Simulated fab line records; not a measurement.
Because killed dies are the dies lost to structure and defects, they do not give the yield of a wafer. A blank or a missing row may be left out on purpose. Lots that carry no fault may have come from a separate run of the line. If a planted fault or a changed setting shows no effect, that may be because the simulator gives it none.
Chamber matching + flow sky130 + SKY_CAP2M_CVD_00 on pecvd-02 has 3 sister chambers
The step deposits SiO2, target thk 15.5 nm. 18 wafers are shown with their chamber, then 9 later ones without.

## WAFERS WITH THEIR CHAMBER
| wafer  | chamber | heaterPowerW (W) |
|--------|---------|------------------|
| L074.2 | 0       | 765              |
| L074.4 | 0       | 781              |
| L074.5 | 1       | 794              |
| L077.1 | 1       | 901              |
| L077.2 | 2       | 630              |
| L077.5 | 2       | 638              |
| L078.3 | 0       | 643              |
| L078.5 | 2       | 672              |
| L078.6 | 0       | 646              |
| L083.2 | 2       | 683              |
| L083.4 | 2       | 673              |
| L083.6 | 1       | 762              |
| L086.1 | 0       | 718              |
| L086.3 | 2       | 704              |
| L086.5 | 2       | 674              |
| L089.1 | 1       | 746              |
| L089.3 | 2       | 697              |
| L089.6 | 2       | 673              |

SIGNATURES, as means of the wafers listed above
| reading      | chamber 0 | chamber 1 | chamber 2 | scatter within a chamber |
|--------------|-----------|-----------|-----------|--------------------------|
| heaterPowerW | 710.60    | 800.75    | 671.56    | 49                       |
Rule: for each reading, subtract the chamber's mean from the wafer's reading, divide by that reading's scatter and square the result; add these up over the readings and take the root, which gives the wafer's distance from the chamber. The wafer belongs to the nearest chamber; if the next one is less than 2 further off, it can't be placed. How the scatter is found: for the shown wafers, subtract from each reading the mean of its chamber, square and add these, divide the total by (wafers less chambers), then take the root.

## WAFERS WITHOUT THEIR CHAMBER
| wafer  | heaterPowerW (W) |
|--------|------------------|
| L091.2 | 753              |
| L091.4 | 766              |
| L091.5 | 772              |
| L093.1 | 608              |
| L093.4 | 596              |
| L093.5 | 795              |
| L097.2 | 717              |
| L097.5 | 667              |
| L097.6 | 687              |

## WHICH CHAMBER EACH ONE RAN IN
| wafer  | from the rows above          | in truth |
|--------|------------------------------|----------|
| L091.2 | can't be placed: 0 or 1 or 2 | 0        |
| L091.4 | can't be placed: 1 or 0 or 2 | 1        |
| L091.5 | can't be placed: 1 or 0 or 2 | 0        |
| L093.1 | can't be placed: 2 or 0      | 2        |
| L093.4 | can't be placed: 2 or 0      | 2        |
| L093.5 | can't be placed: 1 or 0      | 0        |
| L097.2 | can't be placed: 0 or 2 or 1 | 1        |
| L097.5 | can't be placed: 2 or 0      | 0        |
| L097.6 | can't be placed: 2 or 0      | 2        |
Placed correctly: 0 of 9. Not placeable from these rows: 9 (in 9, the candidates include the true chamber). Placed wrongly: 0.
